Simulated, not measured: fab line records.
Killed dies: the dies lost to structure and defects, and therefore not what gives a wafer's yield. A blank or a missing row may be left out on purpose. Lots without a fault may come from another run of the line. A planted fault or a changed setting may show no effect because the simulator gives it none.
Comparing a struck lot with a sound one | flow sfq_line | 14 steps out of a route of 325
Sound: wafers L245.1, L245.5, L245.6. Wafers struck: L241.2, L241.4, L241.5. The cause comes at the end.
Each step with rows lists, per side, the tool, then ch with its chambers, then its first start. Under that, the readings that differ: sound wafers | struck wafers | difference of the means | sigmas: that difference in standard deviations of wafers without a fault.
alike: words and numbers the same on both sides, and readings whose means are apart by under 2 such deviations; not compared: readings that were withheld, readings missing a value for some wafer, numbers with overlapping values and no deviation given by the record, and bounds like >300 which may hide the same value.
A row with sigmas, a row that says differs or no value, or rows on one side alone: a step with any of these is where the two part. Numbers that have no deviation but don't overlap get no sigmas and don't part them. A reading missing from all wafers of one side parts the sides only when that side holds two or more wafers.

SFQ_TRILAYER_M1_BARC_OPEN_METAL_ETCH_054: etches BARC in O2, target depth 125 nm, time 41.7 s.
  sound on rie_metal-03 ch 0,1, day 27 01:26; struck on rie_metal-03 ch 0, day 20 18:52
  alike: drypump_motor_current_A, oes_product_au
  not compared: rf_hours_counter_h
SFQ_TRILAYER_M1_ETCH_METAL_ETCH_042: etches Nb in Cl2/Ar, stops on SiO2, target depth 240 nm, time 120 s.
  sound on rie_metal-03 ch 0,1, day 27 01:30; struck on rie_metal-03 ch 0, day 20 18:55
  alike: drypump_motor_current_A, oes_product_au
  not compared: rf_hours_counter_h
then, 2 steps without rows for these wafers: SFQ_TRILAYER_M1_STRIP_STRIP_043 (strips in O2); SFQ_TRILAYER_M1_STRIP_SOLV_CLEAN_044 (cleans in NMP, time 600 s).
SFQ_TRILAYER_I1_DEP_PECVD_045: deposits SiO2 from SiH4/N2O, time 111.11 s, target thk 500 nm.
  sound on pecvd-03 ch 0,1, day 27 02:56; struck on pecvd-02 ch 0,1,2, day 20 19:49
  alike: heater_power_w, throttle_valve_pct
  not compared: since_wet_clean_h
SFQ_TRILAYER_I1_CMP_CMP_046: polishes SiO2.
  sound on cmp-02 ch 0,1,3, day 27 04:31; struck on cmp-01 ch 1,3, day 20 19:54
  alike: motor_current_A, time_to_endpoint_s
SFQ_I1_BOW_MEAS_912:
  sound on film_metro-04 at day 27 06:01; struck on film_metro-03 at day 20 22:55
  alike: I1_BOW
SFQ_TRILAYER_I1_METRO_MEASURE_047:
  sound on film_metro-04 at day 27 06:08; struck on film_metro-03 at day 20 23:13
  alike: thk_nm
then, 4 steps without rows for these wafers: SFQ_TRILAYER_I1_VIA_LITHO_COAT_054 (resist thk 62 nm); SFQ_TRILAYER_I1_VIA_LITHO_COAT_049 (resist thk 650 nm); SFQ_TRILAYER_I1_VIA_LITHO_SOFTBAKE_053; SFQ_TRILAYER_I1_VIA_LITHO_EXPOSE_050 (exposes mask I1, target cd 500 nm).
-- the record jumps here: 6 days lie between the struck wafers' starts before and after --
SFQ_TRILAYER_I1_VIA_LITHO_PEB_052: peb time 60 s.
  struck on litho_track-03, day 26 11:49; sound on litho_track-03 ch 0, day 27 09:17
  no value came back on the struck wafers for chill_plate_temp_C (C), exhaust_pa (Pa); on the sound wafers chill_plate_temp_C (C) reads 22.82 22.91 23.00
then, 1 step without rows for these wafers: SFQ_TRILAYER_I1_VIA_LITHO_DEVELOP_051 (time 60 s).

WHERE THEY PART
Only at SFQ_TRILAYER_I1_VIA_LITHO_PEB_052, as far as this record shows.

WHY: what the simulator had put in
At SFQ_TRILAYER_I1_VIA_LITHO_PEB_052, the step was skipped entirely on litho_track-03 from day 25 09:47 on. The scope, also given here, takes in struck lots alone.
